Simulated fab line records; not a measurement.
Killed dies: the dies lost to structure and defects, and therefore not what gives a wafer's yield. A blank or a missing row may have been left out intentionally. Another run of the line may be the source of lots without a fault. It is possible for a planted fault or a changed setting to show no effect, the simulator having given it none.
Comparing a struck lot with a sound one + flow sky130 + 19 out of 708 route steps
Sound: the wafers L725.3, L725.4, L725.5. Wafers L739.1, L739.3, L739.6 were the ones struck. Last of all comes the cause.
For every step that has rows: the tool of each side, followed by ch and its chambers, followed by its first start. Under that, the readings that differ: sound wafers + struck wafers + difference of the means + sigmas: that difference in standard deviations of wafers without a fault.
alike: a reading whose means differ by less than 2 such deviations, as well as words and numbers matching on both sides. not compared: withheld readings; readings where some wafer has no value; bounds like >300 that might hide an equal value; numbers whose values overlap and for which the record gives no deviation.
A row with sigmas, a row that says differs or no value, or rows on one side alone: a step with any of these is where the two part. Non-overlapping numbers with no deviation appear without sigmas and do not part them. A reading that every wafer of one side lacks parts them only if that side has two wafers or more.

first, 4 steps without rows for these wafers: SKY_METAL2_STRIP_21 (strips in post etch residue remover, time 1200 s); SKY_METAL2_CLEAN_22 (cleans in IPA, time 180 s); SKY_METAL2_CLEAN_23 (cleans in O3/DIW); SKY_VIA2_HDPCVD_00 (deposits SiO2, target thk 1180 nm, time 196.7 s).
SKY_VIA2_THK_MEAS_01:
  struck on film-metro-03, day 39 22:40; sound on film-metro-04, day 37 00:26
  alike: VIA2_HDPCVD_THK
SKY_VIA2_CMP_02: polishes SiO2.
  sound on cmp-01 ch 0,1,2, day 37 00:28; struck on cmp-01 ch 0,1,2, day 39 22:44
  alike: motor-current-A
SKY_VIA2_BOW_MEAS_03:
  struck on film-metro-01, day 39 23:02; sound on film-metro-01, day 37 00:49
  alike: VIA2_BOW
then, 5 steps without rows for these wafers: SKY_VIA2_DEHYDRATE_04 (time 60 s); SKY_VIA2_HMDS_05 (prime time 60 s); SKY_VIA2_COAT_06 (resist thk 60 nm); SKY_VIA2_COAT_07 (resist thk 450 nm); SKY_VIA2_SOFTBAKE_08 (time 90 s).
SKY_VIA2_EXPOSE_09: exposes mask VIM2, target cd 200 nm.
  sound on krf-scanner-02 ch 0, day 37 14:10; struck on krf-scanner-02 ch 0, day 40 11:13
| reading                      | sound                | struck         | difference | sigmas |
|------------------------------|----------------------|----------------|------------|--------|
| model.VIA2.overlay-x-nm (nm) | -8.371 -8.371 -8.371 | 28.4 28.4 28.4 | +36.8      |        |
  alike: mask
then, 2 steps without rows for these wafers: SKY_VIA2_PEB_10; SKY_VIA2_DEVELOP_11 (develop time 60 s).
SKY_VIA2_CD_MEAS_12 targets a cd of 200 nm.
  struck on cd-sem-01, day 40 23:45; sound on cd-sem-01, day 38 03:17
  alike: cd-nm
SKY_VIA2_OVL_MEAS_13:
  struck on overlay-01, day 40 23:52; sound on overlay-01, day 38 03:23
| reading       | sound      | struck   | difference | sigmas |
|---------------|------------|----------|------------|--------|
| VIA2_OVL (nm) | -11 -8 -16 | 22 28 16 | +34        | +6     |
SKY_VIA2_ETCH_14: etches BARC in N2/H2, stops on SiO2, time 45.9 s, target depth 60 nm.
  sound on rie-diel-01 ch 0,3, day 38 03:24; struck on rie-diel-02 ch 1,3, day 40 23:54
  alike: drypump-motor-current-A, oes-product-au, throttle-valve-pct
  not compared: rf-hours-counter-h
-- the record jumps here: 9 days lie between the struck wafers' starts before and after (it left off in module VIA2 and takes up again in module PAD_OPEN, whose first step shown is number 708 of the route) --
SKY_PAD_OPEN_PROBE_99:
  struck on prober-02, day 49 12:20; sound on prober-02, day 47 07:42
  alike: defect-limited-yield, killed_at_M0_to_M3, killed_at_M4_up, killed-at-contacts, killed-at-front-end, killed-at-other, killed-dies, killed-open, killed-short, sort_bin_3_pad_short, sort_bin_5_function, sort_bin_6_memory, sort-n-pass, sort-yield-pct

== WHERE THEY PART ==
At SKY_VIA2_OVL_MEAS_13 and nowhere else, as far as this record goes. Later steps at which nothing parts them and some readings are alike: SKY_VIA2_ETCH_14, SKY_PAD_OPEN_PROBE_99.

WHY: whatever the simulator had introduced
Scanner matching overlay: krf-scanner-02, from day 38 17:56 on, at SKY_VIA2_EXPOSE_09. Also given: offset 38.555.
